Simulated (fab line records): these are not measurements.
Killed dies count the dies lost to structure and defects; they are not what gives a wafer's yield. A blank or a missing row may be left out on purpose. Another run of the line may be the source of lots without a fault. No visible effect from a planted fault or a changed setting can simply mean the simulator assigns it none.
Comparing a struck lot with a sound one	flow sfq_line	15 out of 325 route steps
Sound: these wafers, L978.3, L978.4, L978.6. Struck: wafer L991.1; the same lot's L991.2 was not struck, so it is left out; see the end for the cause.
At each step with rows: each side's tool, then ch and its chambers, then its first start. Under that, the readings that differ: sound wafers	struck wafers	difference of the means	sigmas: that difference in standard deviations of wafers without a fault.
alike: readings with means less than 2 such deviations apart, plus words and numbers identical on both sides. not compared: withheld readings, readings lacking a value on some wafer, bounds such as >300 that could conceal the same value, and numbers that have no deviation in the record and whose values overlap.
Wherever a step has rows on one side only, a row that says differs or no value, or a row with sigmas, the two part there. Non-overlapping numbers with no deviation appear without sigmas and do not part them. A reading that every wafer of one side lacks parts them only if that side has two wafers or more.

first, 1 step without rows for these wafers: SFQ_TRILAYER_M7_STRIP_SOLV_CLEAN_182 (cleans in NMP, time 600 s).
SFQ_TRILAYER_I7_DEP_PECVD_183: deposits SiO2 from SiH4/N2O, time 111.11 s, target thk 500 nm.
  sound on pecvd-04 ch 1,2, day 69 16:46; struck on pecvd-02 ch 2, day 74 08:32
  alike: heater_power_w, showerhead_vpp_V, throttle_valve_pct
SFQ_TRILAYER_I7_CMP_CMP_184: polishes SiO2.
  sound on cmp-02 ch 0,3, day 69 22:08; struck on cmp-01 ch 1, day 74 08:37
reading	sound	struck	difference	sigmas
motor_current_A (A)	9.4 9.6 9.6	12.4	+2.9	+3
  alike: time_to_endpoint_s
SFQ_I7_BOW_MEAS_946:
  sound: film_metro-04 at day 70 00:40; struck: film_metro-03 at day 74 11:37
  alike: I7_BOW
SFQ_TRILAYER_I7_METRO_MEASURE_185:
  sound: film_metro-04 at day 70 01:09; struck: film_metro-03 at day 74 11:44
  alike: thk_nm
then, 6 steps without rows for these wafers: SFQ_TRILAYER_I7_VIA_LITHO_COAT_192 (resist thk 62 nm); SFQ_TRILAYER_I7_VIA_LITHO_COAT_187 (resist thk 650 nm); SFQ_TRILAYER_I7_VIA_LITHO_SOFTBAKE_191; SFQ_TRILAYER_I7_VIA_LITHO_EXPOSE_188 (exposes mask I7, target cd 1000 nm); SFQ_TRILAYER_I7_VIA_LITHO_PEB_190 (peb time 60 s); SFQ_TRILAYER_I7_VIA_LITHO_DEVELOP_189 (time 60 s).
-- the record jumps here: 4 days lie between the struck wafers' starts before and after --
SFQ_I7_OVL_MEAS_947:
  sound: overlay-01 at day 73 10:12; struck: overlay-02 at day 78 23:41
  alike: I7_OVL
SFQ_TRILAYER_I7_VIA_BARC_OPEN_VIA_ETCH_260: etches BARC in O2, target depth 125 nm, time 41.7 s.
  sound on rie_diel-01 ch 1,3, day 73 10:13; struck on rie_diel-02 ch 1, day 78 23:43
reading	sound	struck	difference	sigmas
model.KrF_of_TRILAYER_I7_VIA_LITHO_COAT_187.thk_nm (nm)	572.2 571.4 572.3	598.2	+26.2	
  alike: drypump_motor_current_A, oes_product_au
  not compared: rf_hours_counter_h
SFQ_TRILAYER_I7_VIA_ETCH_VIA_ETCH_190: etches SiO2 in CHF3, stops on Nb, target depth 260 nm.
  sound on rie_diel-01 ch 1,3, day 73 10:16; struck on rie_diel-02 ch 1, day 78 23:46
reading	sound	struck	difference	sigmas
model.KrF_of_TRILAYER_I7_VIA_LITHO_COAT_187.thk_nm (nm)	527.2 526.4 527.6	553.9	+26.8	
  alike: drypump_motor_current_A, oes_product_au
SFQ_TRILAYER_I7_VIA_STRIP_STRIP_191: strips in O2.
  sound on rie_metal-01 ch 0,1, day 73 10:35; struck on rie_metal-02 ch 0, day 78 23:52
reading	sound	struck	difference	sigmas
rf_hours_counter_h (h)	- - -	121	no value on the sound wafers	
  alike: drypump_motor_current_A, oes_product_au

== WHERE THEY PART ==
Earliest at SFQ_TRILAYER_I7_CMP_CMP_184; latest, in this record, at SFQ_TRILAYER_I7_VIA_STRIP_STRIP_191.

WHY: what had been put in by the simulator
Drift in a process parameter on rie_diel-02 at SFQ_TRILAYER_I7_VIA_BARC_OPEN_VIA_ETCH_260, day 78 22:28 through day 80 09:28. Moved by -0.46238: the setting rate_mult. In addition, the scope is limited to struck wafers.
